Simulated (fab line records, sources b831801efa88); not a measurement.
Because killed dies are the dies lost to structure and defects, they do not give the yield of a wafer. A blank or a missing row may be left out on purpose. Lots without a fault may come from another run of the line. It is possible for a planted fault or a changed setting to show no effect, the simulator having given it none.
A struck lot beside a sound one | flow sky130 | 14 steps out of a route of 708
Sound: the wafers L727.1, L727.4, L727.6. Struck: wafers L734.1, L734.3, L734.4. At the end, the cause is stated.
Order at every step that has rows: each side's tool, ch and its chambers, its first start. Under that, the readings that differ: sound wafers | struck wafers | difference of the means | sigmas: that difference in standard deviations of wafers without a fault.
alike: a reading whose means differ by less than 2 such deviations, as well as words and numbers matching on both sides. not compared: withheld readings; readings where some wafer has no value; bounds like >300 that might hide an equal value; numbers whose values overlap and for which the record gives no deviation.
Wherever a step has rows on one side only, a row that says differs or no value, or a row with sigmas, the two part there. Non-overlapping numbers with no deviation appear without sigmas and do not part them. A reading that every wafer of one side lacks parts them only if that side has two wafers or more.

SKY_VIA2_CD_MEAS_12: target cd 200 nm.
  sound on cd sem-02 at day 37 04:11; struck on cd sem-01 at day 40 03:38
  alike: cd nm
SKY_VIA2_OVL_MEAS_13:
  sound on overlay-01 at day 37 04:18; struck on overlay-02 at day 40 03:46
  alike: VIA2_OVL
SKY_VIA2_ETCH_14: etches BARC in N2/H2, stops on SiO2, time 45.9 s, target depth 60 nm.
  sound on rie diel-03 ch 0,1, day 37 04:20; struck on rie diel-03 ch 0,2,3, day 40 03:48
  alike: drypump motor current A, oes product au, throttle valve pct
  not compared: rf hours counter h
SKY_VIA2_ETCH_15: etches SiO2 in C4F8/O2/Ar, stops on TiN, target depth 546 nm, time 84 s.
  sound on rie diel-03 ch 0,1, day 37 04:23; struck on rie diel-03 ch 0,2,3, day 40 03:50
  alike: oes product au
  not compared: rf hours counter h
SKY_VIA2_STRIP_16: strips in O2/N2.
  sound on plasma asher-01 ch 0,1, day 37 04:27; struck on plasma asher-04 ch 0,1, day 40 03:55
  alike: drypump motor current A, oes product au, strip time to endpoint s
  not compared: rf hours counter h
then, 3 steps without rows for these wafers: SKY_VIA2_STRIP_17 (strips in post etch residue remover, time 1200 s); SKY_VIA2_CLEAN_18 (cleans in IPA, time 180 s); SKY_VIA2_CLEAN_19 (cleans in O3/DIW).
SKY_VIA2_SPUTTER_20: material TiN, target thk 20 nm, time 80 s.
  sound on pvd sputter-01 at day 37 05:02; struck on pvd sputter-04 at day 40 04:30
  alike: throttle valve pct
SKY_VIA2_CVD_21: deposits W, target thk 420 nm, time 126.4 s.
  sound on cvd w-01 ch 0,1, day 37 05:06; struck on cvd w-01 ch 0,1, day 40 04:34
  alike: heater power w
SKY_VIA2_RS_MEAS_22: measures by four-point-probe.
  sound on film metro-04 at day 37 05:14; struck on film metro-01 at day 40 04:41
  alike: VIA2_W_RS
SKY_VIA2_THK_MEAS_23: measures by xrf.
  sound on film metro-04 at day 37 05:21; struck on film metro-01 at day 40 04:49
  alike: VIA2_W_THK
SKY_VIA2_CMP_24: polishes, stops on SiO2, t overpolish 20 s, target thk 0 nm.
  sound on cmp-01 ch 0,1,2, day 37 05:31; struck on cmp-02 ch 0,2,3, day 40 04:55
  no value came back on the struck wafers for any of 7 readings (edge zone pressure frac, head pressure psi (psi) and others); on the sound wafers edge zone pressure frac reads 1.002 1.002 0.988
  reading                                  | sound             | struck            | difference | sigmas
  model.W_of_VIA2_CVD_21.thk nm (nm)       | 0 0 0             | 402.3 397.1 397.5 | +399.0     |
  model.SiO2_of_VIA2_HDPCVD_00.thk nm (nm) | 490.5 489.1 489.7 | 495.4 496 493.5   | +5.2       |
-- the record jumps here: 9 days lie between the struck wafers' starts before and after (it left off in module VIA2 and takes up again in module PAD_OPEN, whose first step shown is number 708 of the route) --
SKY_PAD_OPEN_PROBE_99:
  sound on prober-02 at day 46 10:48; struck on prober-02 at day 48 23:11
  reading                  | sound          | struck                                                                     | difference                   | sigmas
  hold                     | - - -          | await dispo/4.1h/release await dispo/4.1h/release await dispo/4.1h/release | no value on the sound wafers |
  defect limited yield (%) | 82.3 84.3 80.5 | 0 0 0                                                                      | -82                          | -48
  killed_at_M0_to_M3       | 42 32 51       | 435 459 444                                                                | +404                         | +59
  killed dies              | 87 77 96       | 492 492 492                                                                | +405                         | +48
  killed on rim            | 18 18 24       | 96 96 96                                                                   | +76                          | +18
  sort_bin_3_pad_short (%) | 0.8 0.2 1.0    | 81.1 85.6 83.5                                                             | +82.7                        | +99 or more
  sort n pass              | 405 415 396    | 0 0 0                                                                      | -405                         | -48
  sort yield pct (%)       | 82.3 84.3 80.5 | 0 0 0                                                                      | -82                          | -48
  alike: killed_at_M4_up, killed at contacts, killed at front end, killed at other, killed open, killed short, sort_bin_5_function, sort_bin_6_memory

WHERE THEY PART
At SKY_VIA2_CMP_24 first; at SKY_PAD_OPEN_PROBE_99 last (within this record only).

WHY: what had been put in by the simulator
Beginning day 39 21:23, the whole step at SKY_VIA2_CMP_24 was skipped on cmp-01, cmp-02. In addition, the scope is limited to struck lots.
